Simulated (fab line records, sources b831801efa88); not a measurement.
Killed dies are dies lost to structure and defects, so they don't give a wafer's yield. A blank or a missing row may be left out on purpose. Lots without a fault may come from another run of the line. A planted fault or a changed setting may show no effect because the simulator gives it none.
fab line records | flow gf180mcu
record lots=23 wafers=69 last_day=34
route steps=602 shown VT_IMPLANT@110 SAB@277 M4@458 PASSIVATION@601
lots that met no fault: from a run of the same line without faults
start_h: hours from the record's first day to the start of the lot's first wafer shown | wait_h: hours since the lot's step before | " the same as in the row above | L1.1+2: a row that stands for several wafers | - no value, or no start given | * or withheld: withheld | < > ~ a bound
route shown NAME@n: a module of which the file shows steps, and the number in the route of the first | usual: mean/standard deviation of fault-free wafers | same: alike in all rows | chamber/n: place in a boat | sites: the reading at each site | _std_site: their standard deviation | _edge_site: outer sites' mean less inner sites' | radius_mm: how far each site lies from the wafer's centre | mask NAME#n: copy n | behind: the tool/chamber that last shaped the wafer | hold: why the lot was held/for how many hours/how that ended | device: the transistor (n, p or np) that didn't switch | end of line: the same wafers' tests at the end of the route | a step without rows: its recipe alone | killed: dies lost to structure and defects at the first sort, not the wafer's yield | map: a wafer's dies, x killed, . not, _ none there
set.NAME: the setting as run; set.NAME@STEP: as run at that earlier step | model.NAME: the simulator's own value behind a step, which no gauge read
steps of the route over a sample of lots; a table a step, a row a wafer
services: from which hour (start_h, from the record's first day; less than 0 if before it) a tool's chamber was out of use, for how many hours, and why
## steps
# step GF_VT_IMPLANT_STRIP_20
# recipe chemistry=O2/N2 power_w=1400 pressure_mtorr=1500 platen_temp_c=250 o2_flow_sccm=3000 n2_flow_sccm=300 overash_fraction=0.5
# usual drypump_motor_current_A=5.8/0.59 heater_power_w=341/29 o2_flow_sccm=3000/9.3 oes_product_au=0.716/0.0045 strip_time_to_endpoint_s=12.63/0.033
# columns lot.wafer tool chamber start_h wait_h drypump_motor_current_A heater_power_w o2_flow_sccm oes_product_au rf_hours_counter_h strip_time_to_endpoint_s
L074.2 plasma_asher-01 1 125.18 0.1 6.6 371 2987 0.719 49 12.62
L074.3 " 0 " " 5.3 318 2985 0.712 - 12.57
L074.5 " 0 " " 5.3 323 2994 0.714 - 12.58
L075.3 plasma_asher-04 1 131.86 0.1 6.1 343 3000 0.717 - 12.69
L075.4 " 0 " " 5.9 325 2992 0.724 - 12.66
L075.6 " 1 " " 6.1 353 3006 0.715 - 12.68
L076.1 plasma_asher-01 0 135.62 0.1 5.3 326 2996 0.718 50 12.61
L076.2 " 1 " " 6.5 376 3015 0.714 50 12.59
L076.3 " 1 " " 6.6 372 3002 0.713 - 12.65
L077.4 plasma_asher-01 0 146.44 0.1 5.3 325 3015 0.713 - 12.66
L077.5 " 0 " " 5.3 327 3017 0.722 - 12.71
L077.6 " 1 " " 6.6 377 2991 0.717 - 12.65
L078.2 plasma_asher-04 0 149.68 0.1 5.9 334 3019 0.712 37 12.64
L078.3 " 1 " " 6.1 344 3002 0.708 - 12.64
L078.6 " 1 " " 6.1 349 2999 0.714 - 12.62
L079.2 plasma_asher-01 0 156.23 0.1 5.3 332 2996 0.710 52 12.61
L079.3 " 0 " " 5.3 323 2994 0.714 - 12.64
L079.5 " 0 " " 5.3 322 3002 0.712 - 12.58
L080.3 plasma_asher-04 0 162.16 0.1 5.9 330 2986 0.711 - 12.65
L080.4 " 1 " " 6.1 346 3007 0.711 - 12.65
L080.6 " 0 " " 5.9 315 2984 0.710 - 12.63
L081.2 plasma_asher-03 1 168.27 0.1 4.8 297 3014 0.717 5 12.66
L081.4 " 1 " " 4.8 289 3001 0.717 - 12.61
L081.6 " 0 " " 6.1 373 2997 0.717 - 12.62
L083.1 plasma_asher-03 0 183.47 0.1 6.1 369 2997 0.710 7 12.68
L083.4 " 1 " " 4.8 297 2986 0.718 - 12.64
L083.6 " 0 " " 6.1 370 3009 0.722 - 12.65
L084.3 plasma_asher-04 1 189.16 0.1 6.1 347 2996 0.719 - 12.57
L084.4 " 0 " " 5.9 326 3018 0.723 - 12.66
L084.5 " 0 " " 5.9 325 2986 0.712 - 12.69
L085.2 plasma_asher-03 1 194.41 0.1 4.8 300 3007 0.716 8 12.62
L085.3 " 0 " " 6.1 371 2999 0.718 - 12.67
L085.5 " 1 " " 4.8 298 2999 0.712 - 12.62
L086.2 plasma_asher-04 1 200.48 0.1 6.2 346 2986 0.713 42 12.61
L086.3 " 1 " " 6.1 355 2991 0.711 - 12.65
L086.5 " 0 " " 5.9 319 3005 0.712 - 12.62
L087.1 plasma_asher-03 1 213.03 0.1 4.8 292 2995 0.717 10 12.61
L087.2 " 0 " " 6.1 375 3011 0.714 10 12.63
L087.5 " 1 " " 4.8 294 2995 0.722 - 12.65
L088.2 plasma_asher-01 0 216.11 0.1 5.3 327 3007 0.712 59 12.60
L088.4 " 0 " " 5.3 325 3002 0.720 - 12.66
L088.5 " 0 " " 5.3 328 3002 0.716 - 12.66
L089.2 plasma_asher-04 1 218.77 0.1 6.1 344 2992 0.716 44 12.63
L089.3 " 0 " " 5.9 325 2999 0.716 - 12.63
L089.5 " 1 " " 6.1 339 2988 0.710 - 12.67
L090.1 plasma_asher-03 0 230.38 0.1 6.1 378 3015 0.719 12 12.64
L090.2 " 1 " " 4.8 296 2991 0.726 12 12.63
L090.5 " 0 " " 6.1 370 3009 0.720 - 12.62
L091.2 plasma_asher-04 0 237.27 0.1 5.9 326 3002 0.720 45 12.60
L091.3 " 1 " " 6.1 353 3005 0.720 - 12.61
L091.6 " 0 " " 5.9 319 3001 0.716 - 12.61
L092.1 plasma_asher-03 1 243.88 0.1 4.8 291 3001 0.713 13 12.66
L092.4 " 0 " " 6.1 364 3005 0.720 - 12.65
L092.5 " 0 " " 6.1 378 3009 0.714 - 12.67
L093.3 plasma_asher-01 1 249.76 0.1 6.6 375 2995 0.718 - 12.62
L093.4 " 0 " " 5.3 330 2986 0.716 - 12.62
L093.6 " 1 " " 6.6 374 2990 0.708 - 12.64
L094.1 plasma_asher-04 1 252.57 0.1 6.1 332 3009 0.728 47 12.65
L094.4 " 0 " " 5.9 318 3010 0.718 - 12.66
L094.6 " 1 " " 6.1 347 3022 0.717 - 12.64
L095.2 plasma_asher-01 1 261.27 0.1 6.6 380 3010 0.723 63 12.58
L095.3 " 0 " " 5.3 337 2994 0.720 - 12.57
L095.6 " 1 " " 6.6 376 3013 0.708 - 12.58
L096.2 plasma_asher-01 1 266.88 0.1 6.6 388 2991 0.717 64 12.61
L096.5 " 0 " " 5.3 325 2999 0.719 - 12.60
L096.6 " 1 " " 6.6 382 2997 0.720 - 12.62
L097.4 plasma_asher-01 1 273.84 0.1 6.5 381 3002 0.710 - 12.58
L097.5 " 1 " " 6.6 379 3001 0.712 - 12.60
L097.6 " 0 " " 5.3 317 2991 0.723 - 12.58
# step GF_SAB_STRIP_13
# recipe chemistry=O2/N2 power_w=1400 pressure_mtorr=1500 platen_temp_c=250 o2_flow_sccm=3000 n2_flow_sccm=300 overash_fraction=0.5
# usual drypump_motor_current_A=5.8/0.48 heater_power_w=340/20 o2_flow_sccm=2999/8.3 oes_product_au=0.710/0.0046 strip_time_to_endpoint_s=12.63/0.032
# columns lot.wafer tool chamber start_h wait_h drypump_motor_current_A heater_power_w o2_flow_sccm oes_product_au rf_hours_counter_h strip_time_to_endpoint_s
L074.2 plasma_asher-01 0 336.99 0.0 5.3 329 3002 0.709 70 12.62
L074.3 " 1 " " 6.6 378 2993 0.709 - 12.65
L074.5 " 0 " " 5.3 331 3008 0.708 - 12.59
L075.3 plasma_asher-04 0 347.92 0.0 5.9 324 2996 0.710 - 12.60
L075.4 " 1 " " 6.1 338 3004 0.712 - 12.63
L075.6 " 1 " " 6.1 345 3008 0.709 - 12.62
L076.1 plasma_asher-04 0 352.30 0.0 5.9 320 3003 0.705 58 12.63
L076.2 " 1 " " 6.1 353 3004 0.709 58 12.64
L076.3 " 1 " " 6.1 348 2991 0.711 - 12.64
L077.4 plasma_asher-01 1 365.73 0.0 6.6 377 3005 0.717 - 12.67
L077.5 " 0 " " 5.3 335 3007 0.714 - 12.64
L077.6 " 1 " " 6.6 392 3011 0.708 - 12.71
L078.2 plasma_asher-04 1 375.90 0.0 6.1 337 3005 0.716 60 12.63
L078.3 " 1 " " 6.1 343 3014 0.709 - 12.59
L078.6 " 0 " " 5.9 320 3012 0.704 - 12.61
L079.2 plasma_asher-01 1 382.29 0.0 6.6 378 3002 0.703 75 12.58
L079.3 " 0 " " 5.3 327 3021 0.706 - 12.58
L079.5 " 0 " " 5.3 337 3014 0.717 - 12.61
L080.3 plasma_asher-01 0 387.84 0.0 5.3 326 3003 0.712 - 12.62
L080.4 " 1 " " 6.6 370 3005 0.710 - 12.64
L080.6 " 1 " " 6.6 379 3005 0.710 - 12.65
L081.2 plasma_asher-01 0 396.56 0.0 5.3 325 2987 0.706 77 12.65
L081.4 " 1 " " 6.5 365 3006 0.713 - 12.63
L081.6 " 0 " " 5.3 326 2995 0.711 - 12.68
L083.1 plasma_asher-02 0 418.05 0.0 5.9 339 3015 0.714 73 12.62
L083.4 " 0 " " 6.0 345 3001 0.708 - 12.65
L083.6 " 0 " " 5.9 329 2999 0.706 - 12.64
L084.3 plasma_asher-02 0 425.14 0.0 5.9 330 3004 0.706 - 12.64
L084.4 " 1 " " 5.2 316 2991 0.698 - 12.63
L084.5 " 1 " " 5.2 335 2995 0.705 - 12.65
L085.2 plasma_asher-01 0 432.80 0.0 5.3 326 2996 0.705 0 12.61
L085.3 " 1 " " 6.6 383 3010 0.708 - 12.63
L085.5 " 0 " " 5.3 324 3008 0.705 - 12.62
L086.2 plasma_asher-04 0 444.90 0.0 5.9 329 2993 0.708 67 12.66
L086.3 " 1 " " 6.1 344 3002 0.713 - 12.64
L086.5 " 0 " " 5.9 325 2985 0.699 - 12.64
L087.1 plasma_asher-04 0 460.75 0.0 5.9 315 2998 0.710 69 12.72
L087.2 " 1 " " 6.1 348 3004 0.705 69 12.66
L087.5 " 0 " " 5.9 324 2999 0.714 - 12.69
L088.2 plasma_asher-01 0 463.35 0.0 5.3 320 3004 0.709 3 12.66
L088.4 " 0 " " 5.3 332 2996 0.702 - 12.67
L088.5 " 0 " " 5.3 331 3003 0.712 - 12.67
L089.2 plasma_asher-01 1 467.20 0.0 6.6 374 2999 0.705 4 12.59
L089.3 " 1 " " 6.6 375 2981 0.711 - 12.56
L089.5 " 0 " " 5.3 332 3002 0.715 - 12.65
L090.1 plasma_asher-02 1 484.44 0.0 5.2 323 2994 0.706 80 12.61
L090.2 " 0 " " 5.9 337 3003 0.703 80 12.66
L090.5 " 0 " " 5.9 337 2993 0.703 - 12.60
L091.2 plasma_asher-04 1 490.41 0.0 6.1 341 2998 0.707 72 12.67
L091.3 " 1 " " 6.1 347 2993 0.705 - 12.62
L091.6 " 0 " " 5.9 329 2986 0.710 - 12.60
L092.1 plasma_asher-02 1 496.00 0.0 5.2 328 2985 0.708 81 12.61
L092.4 " 1 " " 5.2 327 2991 0.712 - 12.60
L092.5 " 1 " " 5.2 327 2987 0.710 - 12.65
L093.3 plasma_asher-02 0 504.23 0.0 6.0 330 2997 0.703 - 12.62
L093.4 " 1 " " 5.2 317 3003 0.710 - 12.62
L093.6 " 1 " " 5.2 332 3010 0.709 - 12.64
L094.1 plasma_asher-02 1 511.10 0.0 5.2 321 2987 0.707 83 12.56
L094.4 " 0 " " 5.9 345 3008 0.708 - 12.56
L094.6 " 1 " " 5.2 331 2982 0.717 - 12.60
L095.2 plasma_asher-02 1 521.34 0.0 5.2 328 2988 0.710 84 12.66
L095.3 " 0 " " 5.9 344 2998 0.699 - 12.61
L095.6 " 0 " " 5.9 344 2994 0.715 - 12.61
L096.2 plasma_asher-04 1 525.45 0.0 6.1 350 2992 0.719 75 12.61
L096.5 " 0 " " 5.9 322 3025 0.713 - 12.59
L096.6 " 1 " " 6.1 348 2996 0.711 - 12.61
L097.4 plasma_asher-02 1 533.93 0.0 5.2 320 3001 0.711 - 12.59
L097.5 " 0 " " 6.0 341 3000 0.703 - 12.61
L097.6 " 1 " " 5.2 324 3009 0.708 - 12.59
# step GF_M4_SPUTTER_02
# recipe material=AlCu target_thk_nm=450 power_w=10600 time_s=23.9 chamber_pressure_pa=0.4
# usual cathode_dc_power_W=10600/1.9 throttle_valve_pct=30.2/1
# columns lot.wafer tool chamber start_h wait_h cathode_dc_power_W throttle_valve_pct
L074.2 pvd_sputter-02 - 511.78 0.0 10602 29.3
L074.3 " - " " 10601 30.1
L074.5 " - " " 10601 31.6
L075.3 pvd_sputter-02 - 523.02 0.0 10600 31.6
L075.4 " - " " 10601 28.7
L075.6 " - " " 10595 29.3
L076.1 pvd_sputter-02 - 528.79 0.0 10598 31.4
L076.2 " - " " 10599 28.7
L076.3 " - " " 10601 30.1
L077.4 pvd_sputter-02 - 541.41 0.0 10602 30.2
L077.5 " - " " 10601 29.8
L077.6 " - " " 10601 31.3
L078.2 pvd_sputter-02 - 549.90 0.0 10603 30.0
L078.3 " - " " 10602 28.8
L078.6 " - " " 10600 30.2
L079.2 pvd_sputter-04 - 558.04 0.0 10599 31.0
L079.3 " - " " 10600 28.9
L079.5 " - " " 10599 31.4
L080.3 pvd_sputter-02 - 563.87 0.0 10599 29.9
L080.4 " - " " 10602 30.1
L080.6 " - " " 10600 30.1
L081.2 pvd_sputter-03 - 571.46 0.0 10601 28.1
L081.4 " - " " 10602 31.8
L081.6 " - " " 10599 28.8
L083.1 pvd_sputter-02 - 592.91 0.0 10600 29.0
L083.4 " - " " 10598 29.4
L083.6 " - " " 10602 30.0
L084.3 pvd_sputter-02 - 598.51 0.0 10596 29.8
L084.4 " - " " 10601 28.8
L084.5 " - " " 10602 29.8
L085.2 pvd_sputter-04 - 604.25 0.0 10600 29.1
L085.3 " - " " 10603 29.9
L085.5 " - " " 10600 29.8
L086.2 pvd_sputter-02 - 615.73 0.0 10600 28.9
L086.3 " - " " 10600 31.3
L086.5 " - " " 10602 30.3
L087.1 pvd_sputter-02 - 628.95 0.0 10600 31.6
L087.2 " - " " 10600 29.6
L087.5 " - " " 10599 31.9
L088.2 pvd_sputter-04 - 631.09 0.0 10601 30.0
L088.4 " - " " 10601 30.7
L088.5 " - " " 10599 30.1
L089.2 pvd_sputter-04 - 635.99 0.0 10602 29.0
L089.3 " - " " 10603 30.3
L089.5 " - " " 10600 30.9
L090.1 pvd_sputter-04 - 647.72 0.0 10599 31.1
L090.2 " - " " 10599 28.8
L090.5 " - " " 10601 31.0
L091.2 pvd_sputter-03 - 654.01 0.0 10599 30.4
L091.3 " - " " 10597 31.6
L091.6 " - " " 10596 28.4
L092.1 pvd_sputter-03 - 660.49 0.0 10603 31.7
L092.4 " - " " 10600 30.9
L092.5 " - " " 10602 31.1
L093.3 pvd_sputter-04 - 666.33 0.0 10599 31.2
L093.4 " - " " 10597 28.7
L093.6 " - " " 10597 28.8
L094.1 pvd_sputter-04 - 671.98 0.0 10598 31.5
L094.4 " - " " 10600 30.9
L094.6 " - " " 10602 30.2
L095.2 pvd_sputter-04 - 679.08 0.0 10600 31.4
L095.3 " - " " 10600 29.7
L095.6 " - " " 10602 30.0
L096.2 pvd_sputter-02 - 684.19 0.0 10600 28.8
L096.5 " - " " 10603 28.9
L096.6 " - " " 10602 31.3
L097.4 pvd_sputter-03 - 690.62 0.0 10598 30.8
L097.5 " - " " 10597 30.4
L097.6 " - " " 10601 28.5
# step GF_M4_METAL_ETCH_16
# recipe chemistry=Cl2/BCl3 mask_material=KrF target_depth_nm=627.5 stop_on=SiO2 pressure_mtorr=8 icp_w=800 bias_w=140 Cl2_flow_sccm=80 bcl3_flow_sccm=40 time_s=104.6
# usual bias_w=140.0/0.4 drypump_motor_current_A=5.9/0.43 mfc_cl2_sccm=79.97/0.23 oes_product_au=0.971/0.0066 throttle_valve_pct=28.251/0.0099
# columns lot.wafer tool chamber start_h wait_h bias_w drypump_motor_current_A mfc_cl2_sccm oes_product_au rf_hours_counter_h throttle_valve_pct
L074.2 rie_metal-01 1 535.29 0.0 140.6 5.9 80.08 0.971 1 28.238
L074.3 " 1 " " 140.1 5.9 80.24 0.982 - 28.235
L074.5 " 1 " " 140.0 5.9 79.88 0.974 - 28.256
L075.3 rie_metal-01 1 546.18 0.1 140.8 5.9 79.77 0.968 - 28.265
L075.4 " 0 " " 140.2 5.5 80.17 0.964 - 28.254
L075.6 " 1 " " 140.0 5.9 79.57 0.961 - 28.249
L076.1 rie_metal-02 0 551.64 0.0 139.8 5.4 79.86 0.971 2 28.252
L076.2 " 1 " " 140.0 5.6 80.00 0.973 9 28.257
L076.3 " 0 " " 139.8 5.5 80.18 0.978 - 28.250
L077.4 rie_metal-02 0 564.33 0.0 139.6 5.4 80.21 0.980 - 28.247
L077.5 " 1 " " 139.7 5.6 79.96 0.984 - 28.249
L077.6 " 0 " " 140.5 5.5 80.20 0.969 - 28.259
L078.2 rie_metal-01 0 572.89 0.0 139.9 5.5 79.83 0.969 13 28.247
L078.3 " 1 " " 140.5 5.9 80.30 0.964 - 28.256
L078.6 " 0 " " 140.1 5.6 79.73 0.971 - 28.255
L079.2 rie_metal-01 1 580.14 0.0 140.3 5.9 79.74 0.975 2 28.248
L079.3 " 0 " " 139.3 5.5 80.55 0.965 - 28.243
L079.5 " 0 " " 139.5 5.5 80.39 0.973 - 28.258
L080.3 rie_metal-01 0 585.73 0.1 139.2 5.5 80.23 0.967 - 28.263
L080.4 " 1 " " 140.2 5.9 79.46 0.974 - 28.249
L080.6 " 0 " " 139.8 5.5 79.92 0.984 - 28.247
L081.2 rie_metal-01 1 593.77 0.1 139.5 5.9 79.99 0.976 - 28.247
L081.4 " 1 " " 139.7 5.9 79.78 0.972 - 28.256
L081.6 " 1 " " 139.8 5.9 80.01 0.973 - 28.228
L083.1 rie_metal-02 1 613.94 0.0 139.5 5.6 79.97 0.964 0 28.261
L083.4 " 1 " " 140.0 5.6 80.14 0.975 - 28.252
L083.6 " 1 " " 140.2 5.6 80.21 0.979 - 28.234
L084.3 rie_metal-02 1 619.12 0.1 140.4 5.6 79.94 0.976 - 28.265
L084.4 " 1 " " 139.9 5.6 79.92 0.975 - 28.238
L084.5 " 1 " " 139.6 5.6 80.23 0.979 - 28.248
L085.2 rie_metal-02 1 625.13 0.1 139.8 5.6 80.03 0.967 - 28.258
L085.3 " 1 " " 140.7 5.6 80.40 0.972 - 28.239
L085.5 " 1 " " 140.0 5.6 80.08 0.966 - 28.245
L086.2 rie_metal-01 0 636.19 0.0 139.6 5.5 79.70 0.969 1 28.247
L086.3 " 1 " " 139.9 5.9 79.71 0.974 - 28.253
L086.5 " 0 " " 140.3 5.6 80.00 0.985 - 28.237
L087.1 rie_metal-03 1 648.70 0.0 139.5 6.7 80.07 0.962 6 28.249
L087.2 " 1 " " 140.0 6.7 80.26 0.965 - 28.251
L087.5 " 1 " " 139.9 6.7 80.00 0.976 - 28.260
L088.2 rie_metal-03 1 650.98 0.1 140.4 6.7 80.15 0.976 - 28.258
L088.4 " 1 " " 140.5 6.7 80.05 0.972 - 28.243
L088.5 " 1 " " 139.7 6.7 79.65 0.962 - 28.257
L089.2 rie_metal-01 1 655.09 0.0 140.6 5.9 79.84 0.965 5 28.259
L089.3 " 1 " " 140.6 5.9 79.83 0.963 - 28.265
L089.5 " 0 " " 139.7 5.5 80.21 0.968 - 28.253
L090.1 rie_metal-03 0 667.94 0.0 140.2 6.5 79.61 0.965 0 28.247
L090.2 " 1 " " 139.5 6.7 79.83 0.972 7 28.267
L090.5 " 1 " " 139.7 6.7 79.76 0.967 - 28.256
L091.2 rie_metal-02 0 673.74 0.0 139.7 5.5 80.03 0.957 6 28.265
L091.3 " 0 " " 140.0 5.4 79.58 0.957 - 28.269
L091.6 " 0 " " 139.6 5.4 80.02 0.961 - 28.271
L092.1 rie_metal-02 1 679.64 0.0 139.8 5.6 80.17 0.965 3 28.253
L092.4 " 0 " " 139.8 5.5 79.69 0.971 - 28.260
L092.5 " 1 " " 139.6 5.6 80.30 0.971 - 28.260
L093.3 rie_metal-03 0 685.83 0.1 140.8 6.5 80.51 0.964 - 28.255
L093.4 " 1 " " 140.2 6.7 79.76 0.965 - 28.261
L093.6 " 1 " " 140.0 6.7 79.90 0.961 - 28.257
L094.1 rie_metal-01 1 691.55 0.0 139.7 5.9 79.78 0.976 6 28.252
L094.4 " 1 " " 139.9 5.9 79.72 0.975 - 28.243
L094.6 " 1 " " 139.3 5.9 79.90 0.966 - 28.267
L095.2 rie_metal-02 1 698.04 0.0 140.0 5.6 79.82 0.963 3 28.243
L095.3 " 1 " " 139.8 5.6 79.91 0.969 - 28.247
L095.6 " 0 " " 141.1 5.4 79.68 0.969 - 28.253
L096.2 rie_metal-01 0 703.04 0.0 139.7 5.5 80.17 0.979 3 28.245
L096.5 " 0 " " 139.9 5.5 79.98 0.983 - 28.255
L096.6 " 1 " " 140.2 5.9 80.01 0.971 - 28.239
L097.4 rie_metal-01 1 709.13 0.0 139.8 5.9 80.10 0.966 - 28.242
L097.5 " 1 " " 139.6 5.9 79.87 0.974 - 28.246
L097.6 " 0 " " 140.3 5.5 79.95 0.962 - 28.271
# step GF_M4_STRIP_17
# recipe chemistry=O2/N2 power_w=1400 pressure_mtorr=1500 platen_temp_c=250 o2_flow_sccm=3000 n2_flow_sccm=300 overash_fraction=0.5
# usual drypump_motor_current_A=5.8/0.51 heater_power_w=342/22 o2_flow_sccm=2998/9.2 oes_product_au=0.559/0.0045 strip_time_to_endpoint_s=7.89/0.039
# columns lot.wafer tool chamber start_h wait_h drypump_motor_current_A heater_power_w o2_flow_sccm oes_product_au rf_hours_counter_h strip_time_to_endpoint_s
L074.2 plasma_asher-02 0 535.41 0.1 5.9 340 2976 0.561 85 7.89
L074.3 " 0 " " 5.9 333 2980 0.556 - 7.85
L074.5 " 0 " " 5.9 340 2985 0.560 - 7.87
L075.3 plasma_asher-01 1 546.29 0.1 6.5 392 3001 0.558 - 7.89
L075.4 " 0 " " 5.3 334 2995 0.554 - 7.82
L075.6 " 1 " " 6.6 379 3001 0.570 - 7.88
L076.1 plasma_asher-04 1 551.76 0.1 6.1 348 2999 0.557 79 7.91
L076.2 " 0 " " 5.9 317 2999 0.553 79 7.84
L076.3 " 1 " " 6.1 342 2998 0.572 - 7.93
L077.4 plasma_asher-01 1 564.43 0.1 6.5 386 2985 0.554 - 7.89
L077.5 " 1 " " 6.6 371 2997 0.556 - 7.94
L077.6 " 0 " " 5.3 331 2999 0.561 - 7.95
L078.2 plasma_asher-01 1 573.01 0.1 6.6 384 3002 0.562 16 7.86
L078.3 " 0 " " 5.3 325 3009 0.559 - 7.94
L078.6 " 1 " " 6.6 376 3008 0.556 - 7.90
L079.2 plasma_asher-02 0 580.26 0.1 6.0 342 3002 0.560 87 7.88
L079.3 " 0 " " 6.0 331 2992 0.565 - 7.87
L079.5 " 0 " " 5.9 346 2994 0.558 - 7.82
L080.3 plasma_asher-02 0 585.84 0.1 5.9 348 3000 0.557 - 7.89
L080.4 " 1 " " 5.2 318 3014 0.563 - 7.93
L080.6 " 1 " " 5.2 314 3017 0.556 - 7.85
L081.2 plasma_asher-04 0 593.96 0.1 5.9 323 2997 0.562 83 7.91
L081.4 " 0 " " 5.9 323 2995 0.568 - 7.94
L081.6 " 0 " " 5.9 330 3001 0.564 - 7.93
L083.1 plasma_asher-02 1 614.17 0.2 5.2 333 3000 0.549 91 7.85
L083.4 " 0 " " 6.0 341 2988 0.559 - 7.92
L083.6 " 1 " " 5.2 320 3003 0.562 - 7.87
L084.3 plasma_asher-01 1 619.31 0.1 6.6 387 2996 0.547 - 7.89
L084.4 " 0 " " 5.3 332 3014 0.560 - 7.82
L084.5 " 0 " " 5.3 332 3002 0.559 - 7.85
L085.2 plasma_asher-02 1 625.32 0.1 5.2 320 3005 0.555 92 7.85
L085.3 " 0 " " 6.0 343 3021 0.558 - 7.84
L085.5 " 0 " " 6.0 341 3006 0.554 - 7.85
L086.2 plasma_asher-04 1 636.30 0.1 6.1 348 2993 0.559 88 7.92
L086.3 " 1 " " 6.1 341 2990 0.554 - 7.91
L086.5 " 1 " " 6.1 351 3007 0.557 - 7.88
L087.1 plasma_asher-04 1 648.92 0.2 6.1 342 3001 0.555 89 7.87
L087.2 " 0 " " 5.9 325 2996 0.558 89 7.94
L087.5 " 1 " " 6.1 343 2986 0.558 - 7.85
L088.2 plasma_asher-02 0 651.17 0.1 6.0 338 3003 0.557 95 7.93
L088.4 " 1 " " 5.1 327 2992 0.566 - 7.92
L088.5 " 0 " " 5.9 344 3002 0.565 - 7.93
L089.2 plasma_asher-01 1 655.20 0.1 6.6 381 2989 0.565 25 7.92
L089.3 " 0 " " 5.3 329 3001 0.559 - 7.93
L089.5 " 0 " " 5.3 333 2992 0.555 - 7.92
L090.1 plasma_asher-01 0 668.09 0.1 5.3 328 2998 0.566 26 7.83
L090.2 " 1 " " 6.6 381 3003 0.566 26 7.92
L090.5 " 0 " " 5.3 317 2996 0.570 - 7.96
L091.2 plasma_asher-04 0 673.85 0.1 5.9 324 2989 0.560 91 7.95
L091.3 " 0 " " 5.9 318 2983 0.565 - 7.98
L091.6 " 0 " " 5.9 325 2989 0.564 - 7.97
L092.1 plasma_asher-01 0 679.75 0.1 5.3 327 2992 0.558 27 7.87
L092.4 " 0 " " 5.3 325 2995 0.556 - 7.92
L092.5 " 0 " " 5.3 325 2983 0.564 - 7.87
L093.3 plasma_asher-01 1 685.94 0.1 6.5 384 3003 0.559 - 7.83
L093.4 " 0 " " 5.3 335 2997 0.561 - 7.91
L093.6 " 0 " " 5.3 331 2997 0.562 - 7.93
L094.1 plasma_asher-02 0 691.66 0.1 5.9 344 3008 0.561 99 7.91
L094.4 " 0 " " 5.9 334 3015 0.562 - 7.88
L094.6 " 0 " " 6.0 345 3006 0.561 - 7.87
L095.2 plasma_asher-01 1 698.15 0.1 6.6 389 2990 0.557 29 7.86
L095.3 " 1 " " 6.5 384 3008 0.564 - 7.88
L095.6 " 0 " " 5.3 332 3005 0.552 - 7.87
L096.2 plasma_asher-04 1 703.15 0.1 6.1 348 3013 0.551 94 7.88
L096.5 " 1 " " 6.1 338 3007 0.559 - 7.85
L096.6 " 0 " " 5.9 324 3007 0.557 - 7.88
L097.4 plasma_asher-01 0 709.24 0.1 5.3 326 3003 0.556 - 7.90
L097.5 " 0 " " 5.3 337 3008 0.564 - 7.96
L097.6 " 1 " " 6.6 379 3003 0.560 - 7.91
# step GF_PASSIVATION_BOW_MEAS_14
# recipe mode=bow
# usual PASSIVATION_BOW=138/10
# columns lot.wafer tool chamber start_h wait_h PASSIVATION_BOW[um]
L074.2 film_metro-04 - 670.67 0.0 139
L074.3 " - " " 140
L074.5 " - " " 141
L075.3 film_metro-04 - 680.72 0.1 132
L075.4 " - " " 144
L075.6 " - " " 152
L076.1 film_metro-01 - 685.13 0.0 136
L076.2 " - " " 120
L076.3 " - " " 120
L077.4 film_metro-01 - 696.12 0.1 143
L077.5 " - " " 130
L077.6 " - " " 145
L078.2 film_metro-04 - 702.68 0.0 130
L078.3 " - " " 138
L078.6 " - " " 129
L079.2 film_metro-04 - 707.94 0.0 136
L079.3 " - " " 141
L079.5 " - " " 136
L080.3 film_metro-01 - 713.04 0.1 155
L080.4 " - " " 140
L080.6 " - " " 149
L081.2 film_metro-01 - 721.74 0.0 109
L081.4 " - " " 130
L081.6 " - " " 129
L083.1 film_metro-04 - 737.70 0.0 137
L083.4 " - " " 130
L083.6 " - " " 136
L084.3 film_metro-01 - 740.86 0.1 133
L084.4 " - " " 138
L084.5 " - " " 144
L085.2 film_metro-04 - 745.97 0.0 124
L085.3 " - " " 129
L085.5 " - " " 136
L086.2 film_metro-01 - 756.47 0.0 138
L086.3 " - " " 136
L086.5 " - " " 148
L087.1 film_metro-01 - 767.37 0.0 155
L087.2 " - " " 151
L087.5 " - " " 160
L088.2 film_metro-04 - 768.12 0.0 150
L088.4 " - " " 136
L088.5 " - " " 150
L089.2 film_metro-04 - 772.14 0.0 167
L089.3 " - " " 160
L089.5 " - " " 163
L090.1 film_metro-01 - 783.37 0.0 142
L090.2 " - " " 136
L090.5 " - " " 145
L091.2 film_metro-01 - 786.14 0.0 137
L091.3 " - " " 143
L091.6 " - " " 138
L092.1 film_metro-04 - 792.20 0.0 116
L092.4 " - " " 121
L092.5 " - " " 138
L093.3 film_metro-04 - 797.71 0.0 127
L093.4 " - " " 127
L093.6 " - " " 126
L094.1 film_metro-04 - 801.49 0.1 139
L094.4 " - " " 131
L094.6 " - " " 133
L095.2 film_metro-04 - 806.79 0.1 129
L095.3 " - " " 117
L095.6 " - " " 124
L096.2 film_metro-01 - 809.89 0.0 137
L096.5 " - " " 140
L096.6 " - " " 143
L097.4 film_metro-01 - 815.53 0.1 150
L097.5 " - " " 139
L097.6 " - " " 135
## services
# columns tool chamber start_h hours kind
plasma_asher-02 - 115.54 10.8 pm
rie_metal-02 1 125.50 51.8 repair
rie_metal-01 - 167.87 15.2 repair
pvd_sputter-02 - 177.99 2.2 repair
rie_metal-01 - 239.46 0.3 repair
rie_metal-01 1 255.19 1.0 repair
plasma_asher-01 - 274.00 14.6 pm
pvd_sputter-02 - 287.31 1.5 repair
plasma_asher-04 - 299.49 2.8 pm
plasma_asher-02 - 326.38 0.4 repair
plasma_asher-02 - 374.90 7.9 repair
plasma_asher-01 - 421.25 9.0 pm
plasma_asher-04 - 492.97 3.2 repair
plasma_asher-01 - 506.92 3.2 repair
plasma_asher-02 - 530.93 2.8 pm
pvd_sputter-02 - 533.96 1.3 repair
plasma_asher-02 - 538.89 14.6 pm
plasma_asher-02 - 557.39 8.0 repair
rie_metal-01 - 581.86 2.8 pm
plasma_asher-01 - 587.64 2.8 pm
rie_metal-01 - 604.67 2.0 repair
rie_metal-01 - 616.25 1.5 repair
plasma_asher-02 - 667.30 1.7 repair
pvd_sputter-02 - 690.74 18.4 repair
## key
fault none
